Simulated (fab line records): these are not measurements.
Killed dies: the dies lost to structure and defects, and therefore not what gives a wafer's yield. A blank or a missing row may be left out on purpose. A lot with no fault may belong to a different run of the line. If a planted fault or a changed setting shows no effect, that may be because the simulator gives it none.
A single fault, viewed from 2 desks | flow gf180mcu | what lay behind the numbers comes last; until then each desk has only its own

== AT THE METROLOGY DESK ==
Means of the sampled wafers that have a number, per lot and without regard to the tool the lot ran on: this is what the gauges read. The brackets show how far a lot's mean lies from the usual mean; more than 4 standard deviations puts the lot out of limits, marked OUT.
Columns: A = VT_IMPLANT_3_TW at GF_VT_IMPLANT_TW_MEAS_32, usual 269.9; B = CONTACT_CVD_02_THK at GF_CONTACT_THK_MEAS_03, usual 861 nm; C = M1_OVL at GF_M1_OVL_MEAS_15, usual 3 nm
lot  | first seen here | A                      | B   | C
L485 | day 7 09:41     | 271.5                  | 877 | 8
L486 | day 7 17:12     | 267.9                  | 870 | 9
L487 | day 8 05:56     | 266.5                  | 870 | 4
L488 | day 8 12:07     | 270.3                  | 863 | -0
L489 | day 8 15:31     | 30.2 (-99 or more) OUT | -   | -
L490 | day 8 22:02     | 266.7                  | 861 | 0
L494 | day 10 00:04    | 267.4                  | 849 | 2
L500 | day 11 13:02    | 269.4                  | 860 | 5
L501 | day 11 21:29    | 267.2                  | 866 | 7
L502 | day 12 04:17    | 268.5                  | 861 | 6
L503 | day 12 10:35    | 267.8                  | 865 | -7
L506 | day 13 15:50    | 274.0                  | 869 | -2
This desk reports L489 out of limits; the earliest was L489 at day 8 15:31 (VT_IMPLANT_3_TW at GF_VT_IMPLANT_TW_MEAS_32). L485, L486, L487, L488, L490, L494, L500, L501, L502, L503, L506: within limits.

== DESK OF THE TOOL OWNER: plasmaAsher-01 ==
The tool's own readings at GF_VT_IMPLANT_STRIP_20 (strips in O2/N2): means of the sampled wafers that have a number, for each lot that ran on this tool. The brackets show how far a lot's mean lies from the usual mean; more than 4 standard deviations puts the lot out of limits, marked OUT.
Columns: A = drypumpMotorCurrentA at GF_VT_IMPLANT_STRIP_20, usual 6.0 A; B = heaterPowerW at GF_VT_IMPLANT_STRIP_20, usual 338 W; C = oesProductAu at GF_VT_IMPLANT_STRIP_20, usual 0.716 a.u.; D = stripTimeToEndpointS at GF_VT_IMPLANT_STRIP_20, usual 12.64 s
lot  | first seen here | A   | B   | C               | D
L485 | day 6 18:03     | 6.0 | 344 | 0.711           | 12.61
L486 | day 7 01:23     | 6.0 | 327 | 0.714           | 12.67
L487 | day 7 13:04     | 6.0 | 319 | 0.714           | 12.66
L488 | day 7 19:28     | 6.0 | 342 | 0.712           | 12.60
L489 | day 7 22:38     | 6.0 | 339 | 0.903 (+44) OUT | -
L501 | day 11 02:40    | 6.0 | 326 | 0.717           | 12.65
L502 | day 11 09:11    | 6.0 | 332 | 0.715           | 12.64
L503 | day 11 14:49    | 6.0 | 336 | 0.714           | 12.64
L506 | day 12 18:52    | 6.0 | 338 | 0.713           | 12.66
Finding of this desk: L489 out of limits; the first was L489 at day 7 22:38, on oesProductAu at GF_VT_IMPLANT_STRIP_20. L485, L486, L487, L488, L501, L502, L503, L506: within limits.

== PUT TOGETHER ==
The tool owner's desk could have raised an alarm at day 7 22:38, on L489.
On L489, the metrology desk was in a position to raise an alarm at day 8 15:31.
The lots listed all ran GF_VT_IMPLANT_STRIP_20 on plasmaAsher-01.

== WHAT THE SIMULATOR HAD INSERTED ==
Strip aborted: plasmaAsher-01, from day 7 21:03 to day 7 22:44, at GF_VT_IMPLANT_STRIP_20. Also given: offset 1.
Struck lots among those shown: L489.
Time in hours from fault onset to the first out-of-limits reading at each desk: tool owner's desk 2, metrology desk 18.
